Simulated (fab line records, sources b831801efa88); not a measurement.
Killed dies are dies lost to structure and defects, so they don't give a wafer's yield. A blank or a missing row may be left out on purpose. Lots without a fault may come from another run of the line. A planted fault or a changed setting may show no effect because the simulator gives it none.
Problem report in the 8D (eight disciplines) form, filled by code | flow sfq_line | the parts of the form that need people (team, actions taken, sign-off) are left out

1. THE PROBLEM
run_length_s at SFQ_TRILAYER_I2_VIA_BARC_OPEN_VIA_ETCH_096 reads a mean of 73.9 s on 1 wafer of 1 lot; wafers without a fault read 69.9 s with a standard deviation of 0.49. That is +8.2 standard deviations from the usual mean.
The step: etches BARC in O2, target depth 125 nm, time 41.7 s.
First seen on wafer L880.3, day 42 18:37, on rie_diel-01. The record holds 39 wafers of 13 lots with a number at this step. Rule for "out", or "out of limits": more than 4 standard deviations from the usual mean. The other wafers with a number count as sound.

2. WHAT IT IS AND WHAT IT IS NOT
question                    | is                           | is not
which readings at this step | run_length_s, oes_product_au | drypump_motor_current_A, rf_fwd_power_W
which lots                  | L880                         | L866, L868, L869, L870, L872, L874, L882, L884, L885, L886, L887, L888
which wafers of those lots  | L880.3                       | L880.1, L880.2
read on which tools         | rie_diel-01                  | rie_diel-02, rie_diel-03
when                        | from day 42 18:37            | up to then (20 sound wafers); but 18 sound wafers of L882, L884, L885, L886, L887, L888 came after

3. SUSPECTS, AND WHAT RULES EACH OUT
Counting: a tool at a process step up to the reading stays a suspect if it ran every lot that is out. Sound lots after the first of them don't rule it out here, since some wafers of a struck lot are sound.
- rie_diel-01 at SFQ_TRILAYER_I2_VIA_BARC_OPEN_VIA_ETCH_096 (etches BARC in O2, target depth 125 nm, time 41.7 s): kept. It ran the lot that is out, L880 (day 42 18:37); its last sound lot up to then is L874 (day 40 07:53). Its own readings are out on those wafers: oes_product_au, run_length_s.
- Within rie_diel-01 at SFQ_TRILAYER_I2_VIA_BARC_OPEN_VIA_ETCH_096: the wafers that are out ran in chamber 3; their sound lot-mates ran in chambers 0, 1.
Left after counting: rie_diel-01 at SFQ_TRILAYER_I2_VIA_BARC_OPEN_VIA_ETCH_096.

4. THE CAUSE (what the simulator had put in)
Process parameter drift: rie_diel-01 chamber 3, from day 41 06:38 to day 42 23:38, at SFQ_TRILAYER_I2_VIA_BARC_OPEN_VIA_ETCH_096. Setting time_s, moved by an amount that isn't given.
Counting left only this tool.

5. THE CHAIN OF EFFECTS, in route order
Each row: a reading whose mean over the struck wafers that have a number lies more than 3 standard deviations from the usual. Only readings for which the record gives a usual standard deviation are gone through. hours: the time from each lot's start at the first step in this table that gives one to its start at this step, as a median over the lots. sigmas: the change in usual standard deviations.
hours | step                                       | reading        | usual      | on struck wafers | change | sigmas
0     | SFQ_TRILAYER_I2_VIA_BARC_OPEN_VIA_ETCH_096 | oes_product_au | 0.686 a.u. | 0.662            | -0.024 | -5.1
0     | SFQ_TRILAYER_I2_VIA_BARC_OPEN_VIA_ETCH_096 | run_length_s   | 69.9 s     | 73.9             | +4.0   | +8.2
The process steps in it:
- SFQ_TRILAYER_I2_VIA_BARC_OPEN_VIA_ETCH_096: etches BARC in O2, target depth 125 nm, time 41.7 s.

6. WHAT WOULD HAVE CAUGHT IT SOONER
In this record the first reading out of limits was taken at day 42 18:37, 36 hours after the fault began at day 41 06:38.
